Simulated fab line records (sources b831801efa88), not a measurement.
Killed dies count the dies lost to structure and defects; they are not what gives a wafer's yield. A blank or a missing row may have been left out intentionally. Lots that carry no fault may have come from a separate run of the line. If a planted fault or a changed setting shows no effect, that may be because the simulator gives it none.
fab line records    flow sky130
[record] lots = 6  wafers = 18  last_day = 50
route steps=708 shown VIA2@511
lots with no fault: from the same line, run without faults
start_h: hours from the record's opening day to when the first of the lot's shown wafers began    wait_h: hours from the lot's prior step to this one    " same as the row above    L1.1+2: a row that stands for several wafers    - either no value or no given start    * or withheld: withheld    < > ~ a bound
route shown NAME@n: names a module that has steps shown in the file, with the first one's number in the route    usual: the fault-free wafers' mean and standard deviation    same: alike in all rows    chamber/n: place in a boat    sites: the reading at each site    _std_site: their standard deviation    _edge_site: outer sites' mean less inner sites'    radius_mm: how far each site lies from the wafer's centre    mask NAME#n: copy n    behind: the tool/chamber that last shaped the wafer    hold: cause of the lot's hold/its duration in hours/its outcome    device: which transistor (n, p or np) failed to switch    end of line: the route-end tests of the same wafers    a step given without rows: its recipe and nothing more    killed: count of dies lost to structure and defects at first sort (not the wafer's yield)    map: the dies of a wafer, with x for killed, . for not killed, _ for no die there
set.NAME: setting as actually run; set.NAME@STEP: the setting as run at that earlier step    model.NAME: the simulator's own value behind a step, which no gauge read
lots at selected steps of the route; one table per step, one row per wafer
services: from which hour (start_h, from the record's first day; less than 0 if before it) a tool's chamber was out of use, for how many hours, and why
[[steps]]
[step SKY_VIA2_DEHYDRATE_04]
[recipe] temp_c = 200  time_s = 60
[step SKY_VIA2_HMDS_05]
[recipe] prime_time_s = 60  prime_temp_c = 120
[step SKY_VIA2_COAT_06]
[recipe] resist = BARC  temp_c = withheld  time_s = withheld  spin_rpm = 3000  resist_thk_nm = 60
[step SKY_VIA2_COAT_07]
[recipe] resist = KrF-thick  spin_rpm = 3000  resist_thk_nm = 450
[step SKY_VIA2_SOFTBAKE_08]
[recipe] temp_c = 100  time_s = 90  resist = KrF-thick
[step SKY_VIA2_EXPOSE_09]
[recipe] mask_id = VIM2  na = 0.8  source_shape = annular  sigma_inner = 0.55  sigma_outer = 0.85  target_cd_nm = 200  dose_mj = 38
[step SKY_VIA2_PEB_10]
[recipe] peb_temp_c = withheld  peb_time_s = withheld  resist = KrF-thick
[step SKY_VIA2_DEVELOP_11]
[recipe] develop_time_s = 60  resist = KrF-thick  dev_temp_c = 21
[step SKY_VIA2_CD_MEAS_12]
[recipe] target_cd_nm = 200
[usual] cd_nm = 199.9/1.3
lot.wafer  tool       chamber  start_h  wait_h  cd_nm
L429.1     cd_sem-02  -        872.22   -       201.7
L429.3     "          -        "        "       199.6
L429.6     "          -        "        "       202.4
L430.1     cd_sem-02  -        885.04   -       198.3
L430.4     "          -        "        "       198.2
L430.5     "          -        "        "       198.7
L440.2     cd_sem-02  -        965.17   -       201.3
L440.4     "          -        "        "       201.2
L440.6     "          -        "        "       200.6
L441.1     cd_sem-01  -        973.18   -       197.7
L441.2     "          -        "        "       196.8
L441.4     "          -        "        "       198.6
L442.1     cd_sem-01  -        986.24   -       199.9
L442.4     "          -        "        "       201.2
L442.6     "          -        "        "       202.0
L447.2     cd_sem-02  -        1010.61  -       200.2
L447.3     "          -        "        "       200.3
L447.4     "          -        "        "       201.0
[step SKY_VIA2_OVL_MEAS_13]
[usual] VIA2_OVL = -2/5.6
lot.wafer  tool        chamber  start_h  wait_h  VIA2_OVL[nm]
L429.1     overlay-01  -        872.34   0.1     -3
L429.3     "           -        "        "       -1
L429.6     "           -        "        "       5
L430.1     overlay-02  -        885.16   0.1     -4
L430.4     "           -        "        "       0
L430.5     "           -        "        "       -2
L440.2     overlay-01  -        965.28   0.1     0
L440.4     "           -        "        "       2
L440.6     "           -        "        "       0
L441.1     overlay-01  -        973.30   0.1     11
L441.2     "           -        "        "       11
L441.4     "           -        "        "       1
L442.1     overlay-01  -        986.36   0.1     -6
L442.4     "           -        "        "       -4
L442.6     "           -        "        "       1
L447.2     overlay-01  -        1010.72  0.1     -7
L447.3     "           -        "        "       -15
L447.4     "           -        "        "       -6
[step SKY_VIA2_ETCH_14]
[recipe] chemistry = N2/H2  target = BARC  ion_energy_ev = 200  source_w = 500  bias_w = 100  pressure_mtorr = 30  n2_flow_sccm = 100  h2_flow_sccm = 200  stop_on = SiO2  time_s = 45.9  target_depth_a = 600
[usual] drypump_motor_current_A = 5.59/0.24  oes_product_au = 0.855/0.0053  throttle_valve_pct = 13.225/0.0091
[same] time_s = 45.9
lot.wafer  tool         chamber  start_h  wait_h  drypump_motor_current_A  oes_product_au  rf_hours_counter_h  throttle_valve_pct
L429.1     rie_diel-03  0        872.38   0.0     6.05                     0.859           6                   13.230
L429.3     "            2        "        "       5.69                     0.852           3                   13.228
L429.6     "            2        "        "       5.68                     0.857           -                   13.204
L430.1     rie_diel-02  0        885.20   0.0     5.13                     0.855           18                  13.226
L430.4     "            1        "        "       5.78                     0.848           -                   13.217
L430.5     "            2        "        "       5.63                     0.851           -                   13.213
L440.2     rie_diel-04  0        965.31   0.0     5.32                     0.860           5                   13.219
L440.4     "            3        "        "       5.52                     0.860           7                   13.221
L440.6     "            2        "        "       5.48                     0.859           -                   13.226
L441.1     rie_diel-02  2        973.33   0.0     5.64                     0.850           11                  13.214
L441.2     "            3        "        "       5.50                     0.850           10                  13.227
L441.4     "            0        "        "       5.14                     0.848           20                  13.235
L442.1     rie_diel-04  3        986.40   0.0     5.51                     0.860           7                   13.210
L442.4     "            0        "        "       5.32                     0.860           5                   13.214
L442.6     "            2        "        "       5.46                     0.860           -                   13.213
L447.2     rie_diel-03  0        1010.75  0.0     6.05                     0.854           11                  13.229
L447.3     "            3        "        "       5.47                     0.853           29                  13.252
L447.4     "            2        "        "       5.67                     0.846           8                   13.223
[step SKY_VIA2_ETCH_15]
[recipe] target = SiO2  chemistry = C4F8/O2/Ar  target_depth_nm = 546  stop_on = TiN  mask_material = KrF-thick  source_w = 1500  bias_w = 1200  pressure_mtorr = 40  c4f8_flow_sccm = withheld  O2_flow_sccm = 6  Ar_flow_sccm = 300  time_s = 84
[usual] oes_product_au = 0.939/0.005
[same] time_s = 84
lot.wafer  tool         chamber  start_h  wait_h  oes_product_au  rf_hours_counter_h
L429.1     rie_diel-03  0        872.42   0.0     0.939           6
L429.3     "            2        "        "       0.934           3
L429.6     "            2        "        "       0.939           -
L430.1     rie_diel-02  0        885.24   0.0     0.956           18
L430.4     "            1        "        "       0.944           -
L430.5     "            2        "        "       0.936           -
L440.2     rie_diel-04  0        965.35   0.0     0.941           5
L440.4     "            3        "        "       0.940           7
L440.6     "            2        "        "       0.947           -
L441.1     rie_diel-02  2        973.37   0.0     0.935           11
L441.2     "            3        "        "       0.937           11
L441.4     "            0        "        "       0.928           20
L442.1     rie_diel-04  3        986.44   0.0     0.937           7
L442.4     "            0        "        "       0.932           5
L442.6     "            2        "        "       0.931           -
L447.2     rie_diel-03  0        1010.79  0.0     0.941           11
L447.3     "            3        "        "       0.943           29
L447.4     "            2        "        "       0.944           8
[step SKY_VIA2_STRIP_16]
[recipe] chemistry = O2/N2  power_w = 1400  pressure_mtorr = 1500  platen_temp_c = withheld  o2_flow_sccm = 3000  n2_flow_sccm = 300  overash_fraction = 0.5
[usual] chamber_pressure_mTorr = 1499.8/1.5  drypump_motor_current_A = 5.6/0.47  oes_product_au = 0.398/0.0048  overash_fraction = 0.5/0  strip_time_to_endpoint_s = 4.03/0.036
lot.wafer  tool             chamber  start_h  wait_h  chamber_pressure_mTorr  drypump_motor_current_A  oes_product_au  overash_fraction  rf_hours_counter_h  strip_time_to_endpoint_s  model.KrF-thick_of_VIA2_COAT_07.thk_nm
L429.1     plasma_asher-03  1        872.49   0.0     1500.8                  5.4                      0.399           0.5               13                  3.97                      0
L429.3     "                0        "        "       1498.6                  6.0                      0.392           0.5               -                   4.05                      0
L429.6     "                1        "        "       1500.4                  5.4                      0.403           0.5               -                   4.07                      0
L430.1     plasma_asher-02  1        885.30   0.0     1499.5                  4.8                      0.397           0.5               106                 4.10                      0
L430.4     "                0        "        "       1502.3                  5.7                      0.390           0.5               -                   3.98                      0
L430.5     "                0        "        "       1497.5                  5.8                      0.391           0.5               -                   4.06                      0
L440.2     plasma_asher-02  0        965.41   0.0     -                       -                        -               -                 -                   -                         284.1
L440.4     "                0        "        "       -                       -                        -               -                 -                   -                         288.7
L440.6     "                0        "        "       -                       -                        -               -                 -                   -                         284.5
L441.1     plasma_asher-02  1        973.44   0.0     -                       -                        -               -                 -                   -                         287.3
L441.2     "                0        "        "       -                       -                        -               -                 -                   -                         281.3
L441.4     "                0        "        "       -                       -                        -               -                 -                   -                         285.5
L442.1     plasma_asher-03  0        986.50   0.0     1496.9                  6.0                      0.399           0.5               24                  4.07                      0
L442.4     "                1        "        "       1498.0                  5.4                      0.401           0.5               -                   4.05                      0
L442.6     "                1        "        "       1501.9                  5.4                      0.393           0.5               -                   4.03                      0
L447.2     plasma_asher-04  1        1010.85  0.0     1498.4                  5.5                      0.393           0.5               56                  3.99                      0
L447.3     "                1        "        "       1500.5                  5.5                      0.397           0.5               -                   4.09                      0
L447.4     "                0        "        "       1500.6                  6.2                      0.406           0.5               -                   4.06                      0
[step SKY_VIA2_STRIP_17]
[recipe] chemistry = post_etch_residue_remover  time_s = 1200  temp_c = 72.5
[[services]]
tool             chamber  start_h  hours  kind
rie_diel-04      3        858.19   3.9    repair
rie_diel-03      3        858.65   2.2    repair
rie_diel-04      0        861.36   4.6    repair
rie_diel-03      1        862.65   -      clean
rie_diel-03      1        862.65   16.7   scheduled_down
rie_diel-03      1        862.65   16.7   vent_cycle
rie_diel-02      3        878.51   9.8    repair
rie_diel-02      0        894.33   1.9    repair
rie_diel-02      0        896.53   8.9    repair
plasma_asher-04  -        976.03   2.8    pm
plasma_asher-04  -        991.46   1.3    repair
plasma_asher-03  -        1003.45  2.8    pm
[[key]]
[first_sign] step = SKY_VIA2_STRIP_16  reading = tool_record  direction = missing
effect none on later readings
[model_effect] step = SKY_VIA2_STRIP_16  value = KrF-thick_of_VIA2_COAT_07.thk_nm  without = 0  struck = 285.2
met_at SKY_VIA2_STRIP_16
struck_wafers L440.2,L440.4,L440.6,L441.1,L441.2,L441.4
later_rows_left_out L440.2,L440.4,L440.6,L441.1,L441.2,L441.4
sort_left_out L440.2,L440.4,L440.6,L441.1,L441.2,L441.4
onset_between 885.30 965.41
[fault] kind = skipped_step_whole  tool = plasma_asher-02  chamber = -  onset_h = 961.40  steps = SKY_VIA2_STRIP_16  scope = struck_lots_only
// sort_left_out: the simulated sort isn't trusted on such a fault, so these wafers' sort isn't shown, and their yield isn't known
// later_rows_left_out: the simulator's readings of these wafers behind a module that went badly wrong aren't trusted and aren't shown, but for the sort
